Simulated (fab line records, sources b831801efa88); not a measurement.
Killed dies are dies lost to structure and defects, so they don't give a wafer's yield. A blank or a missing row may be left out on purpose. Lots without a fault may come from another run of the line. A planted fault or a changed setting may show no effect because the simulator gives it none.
Chamber matching | flow gf180mcu | GF_SAB_ETCH_11 on rie_diel-01: 4 sister chambers
The step etches SiO2 in C4F8/O2/Ar, target depth 55 nm, time 8.5 s. 4 wafers are shown with their chamber, then 6 later ones without.

WAFERS WITH THEIR CHAMBER
wafer  | chamber | oes_product_au (a.u.)
L441.5 | 3       | 0.983
L442.1 | 1       | 0.999
L443.1 | 0       | 0.985
L443.4 | 2       | 1.000

WAFERS WITHOUT THEIR CHAMBER
wafer  | oes_product_au (a.u.)
L444.3 | 0.995
L444.4 | 1.000
L444.5 | 0.985
L445.1 | 0.986
L445.4 | 1.001
L445.5 | 1.007

WHICH CHAMBER EACH WENT THROUGH
wafer  | from the rows above          | in truth
L444.3 | can't be placed: 1 or 2 or 0 | 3
L444.4 | can't be placed: 2 or 1      | 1
L444.5 | can't be placed: 0 or 3      | 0
L445.1 | can't be placed: 0 or 3      | 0
L445.4 | can't be placed: 2 or 1      | 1
L445.5 | can't be placed: 2 or 1      | 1
Placed correctly: 0 of 6. Can't be placed from these rows: 6 (the true chamber is among the candidates in 5). Placed wrongly: 0.
How it was worked out, from the rows above alone: a wafer's distance from a chamber is the root of the sum, over the readings, of the square of ((its reading less the chamber's mean) divided by the reading's scatter). The wafer belongs to the nearest chamber; if the next one is less than 2 further off, it can't be placed. A chamber's mean is the mean of its shown wafers. The scatter: with one shown wafer a chamber, the root of the mean of the squares of how far each hidden wafer lies from its nearest shown one.
